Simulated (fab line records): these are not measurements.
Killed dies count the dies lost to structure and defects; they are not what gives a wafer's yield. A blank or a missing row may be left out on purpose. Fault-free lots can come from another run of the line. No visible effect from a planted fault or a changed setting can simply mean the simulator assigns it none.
The tool behind it: which one? | flow sfq line | 39 wafers from 13 lots sampled at 4 of the route's 325 steps

## WHAT THE GAUGES READ, wafer by wafer
SFQ_M0_RS_MEAS_904: a four-point-probe measurement.
lot  | measured     | on            | M0_NB_RS (ohm/sq)
L500 | day 5 00:08  | film metro-02 | 0.873 0.880 0.875
L501 | day 5 02:32  | film metro-03 | 0.898 0.894 0.899
L502 | day 5 06:09  | film metro-02 | 0.902 0.899 0.895
L503 | day 5 14:34  | film metro-02 | 0.889 0.889 0.888
L504 | day 5 19:20  | film metro-03 | 0.893 0.904 0.890
L506 | day 6 09:47  | film metro-03 | 0.887 0.887 0.897
L507 | day 6 14:33  | film metro-02 | 0.888 0.884 0.889
L508 | day 6 19:21  | film metro-03 | 0.883 0.893 0.880
L509 | day 7 06:56  | film metro-02 | 0.901 0.912 0.897
L510 | day 7 09:17  | film metro-02 | 0.902 0.903 0.897
L513 | day 9 20:40  | film metro-03 | 0.878 0.874 0.878
L514 | day 10 03:51 | film metro-03 | 0.897 0.892 0.888
L520 | day 11 07:35 | film metro-03 | 0.879 1.256 0.880

SFQ_M5_OVL_MEAS_932.
lot  | measured     | on         | M5_OVL (nm)
L500 | day 58 12:34 | overlay-02 | 7 3 2
L501 | day 58 14:58 | overlay-02 | 6 -2 -4
L502 | day 58 16:10 | overlay-02 | -2 -3 -7
L503 | day 59 02:59 | overlay-02 | 3 3 2
L504 | day 59 06:34 | overlay-02 | 6 8 3
L506 | day 59 11:23 | overlay-02 | -9 1 -6
L507 | day 59 12:34 | overlay-02 | 2 1 2
L508 | day 59 14:58 | overlay-02 | -3 1 -7
L509 | day 59 17:23 | overlay-01 | 3 0 0
L510 | day 59 19:46 | overlay-01 | -5 -4 -2
L513 | day 62 00:35 | overlay-01 | 0 0 7
L514 | day 62 04:10 | overlay-01 | -3 -1 1
L520 | day 68 21:34 | overlay-01 | -1 0 -3

## TOOL THAT RAN EACH LOT (tool first, then ch and the chambers of the sampled wafers, then the start)
lot  | SFQ_TRILAYER_M0_DEP_SPUTTER_019 | SFQ_TRILAYER_M0_ETCH_METAL_ETCH_024
L500 | pvd sputter-06, day 5 00:02     | rie metal-02 ch 0,1, day 5 14:56
L501 | pvd sputter-03, day 5 02:26     | rie metal-03 ch 0,1, day 5 18:32
L502 | pvd sputter-03, day 5 06:02     | rie metal-04 ch 0,1, day 5 22:08
L503 | pvd sputter-04, day 5 14:26     | rie metal-02 ch 0,1, day 6 05:23
L504 | pvd sputter-04, day 5 19:14     | rie metal-03 ch 0,1, day 6 16:05
L506 | pvd sputter-03, day 6 09:40     | rie metal-03 ch 0,1, day 7 09:02
L507 | pvd sputter-04, day 6 14:26     | rie metal-03 ch 0,1, day 7 13:47
L508 | pvd sputter-04, day 6 19:14     | rie metal-03 ch 0,1, day 7 18:35
L509 | pvd sputter-03, day 7 06:47     | rie metal-03 ch 0,1, day 8 03:02
L510 | pvd sputter-04, day 7 09:11     | rie metal-03 ch 1, day 8 06:35
L513 | pvd sputter-03, day 9 20:32     | rie metal-04 ch 0,1, day 10 15:16
L514 | pvd sputter-03, day 10 03:44    | rie metal-04 ch 1, day 11 00:49
L520 | pvd sputter-03, day 11 07:29    | rie metal-03 ch 0,1, day 12 19:34
- SFQ_TRILAYER_M0_DEP_SPUTTER_019: material Nb, target thk 200 nm, time 133.3 s.
- SFQ_TRILAYER_M0_ETCH_METAL_ETCH_024: etches Nb in Cl2/Ar, stops on SiO2, target depth 240 nm, time 120 s.

## AS READ BY THE TOOLS THEMSELVES (means over the sampled wafers that have a number; for cases with no such wafer, the mark the record gives instead)
SFQ_TRILAYER_M0_DEP_SPUTTER_019.
lot  | tool           | throttle valve pct (%)
L500 | pvd sputter-06 | 29.5
L501 | pvd sputter-03 | 30.7
L502 | pvd sputter-03 | 31.1
L503 | pvd sputter-04 | 29.7
L504 | pvd sputter-04 | 30.3
L506 | pvd sputter-03 | 31.5
L507 | pvd sputter-04 | 30.5
L508 | pvd sputter-04 | 30.2
L509 | pvd sputter-03 | 31.1
L510 | pvd sputter-04 | 29.9
L513 | pvd sputter-03 | 30.0
L514 | pvd sputter-03 | 31.0
L520 | pvd sputter-03 | 30.2

SFQ_TRILAYER_M0_ETCH_METAL_ETCH_024.
lot  | tool         | drypump motor current A (A) | oes product au (a.u.)
L500 | rie metal-02 | 5.9                         | 0.906
L501 | rie metal-03 | 5.3                         | 0.891
L502 | rie metal-04 | 5.2                         | 0.888
L503 | rie metal-02 | 5.9                         | 0.893
L504 | rie metal-03 | 5.7                         | 0.894
L506 | rie metal-03 | 5.3                         | 0.892
L507 | rie metal-03 | 5.7                         | 0.895
L508 | rie metal-03 | 5.3                         | 0.896
L509 | rie metal-03 | 5.7                         | 0.884
L510 | rie metal-03 | 5.0                         | 0.889
L513 | rie metal-04 | 5.1                         | 0.900
L514 | rie metal-04 | 5.0                         | 0.894
L520 | rie metal-03 | 5.3                         | 0.849

## THE ANSWER, worked out from the rows above alone
Rule: what is usual is taken from the lots themselves. The widest of any qualifying gaps counts: lots, ordered by their means at a reading, are off when they make up no more than a third of the lots, leave a main group of 4 or more, and stand apart from it by 3 or more times the standard deviation of that group's means. A main group is skipped when, at the precision printed for the reading in the tables above, its means are all equal. Also off: a lot with no number at a reading for which 4 or more lots have one. Any other lot the step has rows for is counted as sound. First the gauges in route order, then the tools' own readings, where a lot's mean is used as printed above. At the first step where some lot is off, the reading lying furthest off is the one used; lots without a number count as furthest.
Off: at SFQ_M0_RS_MEAS_904 (M0_NB_RS), L520. The main group: mean 0.891 ohm/sq, standard deviation 0.0084.
A tool fits if, at a process step before that reading, it ran every lot that is off, and no sound lot after the first of them. The gauges at SFQ_M0_RS_MEAS_904 aren't tried: what is off there is off at SFQ_TRILAYER_M0_ETCH_METAL_ETCH_024 too, on other tools, and a gauge's error can't cause that. One fits: SFQ_TRILAYER_M0_DEP_SPUTTER_019 on pvd sputter-03. A fault onset in the window from L514 (day 10 03:44, its last sound lot) to L520 (day 11 07:29, its first lot off) fits.

## WHAT THE SIMULATOR PUT IN
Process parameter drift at SFQ_TRILAYER_M0_DEP_SPUTTER_019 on pvd sputter-03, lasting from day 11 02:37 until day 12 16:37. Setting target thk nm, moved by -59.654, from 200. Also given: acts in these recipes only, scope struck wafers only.
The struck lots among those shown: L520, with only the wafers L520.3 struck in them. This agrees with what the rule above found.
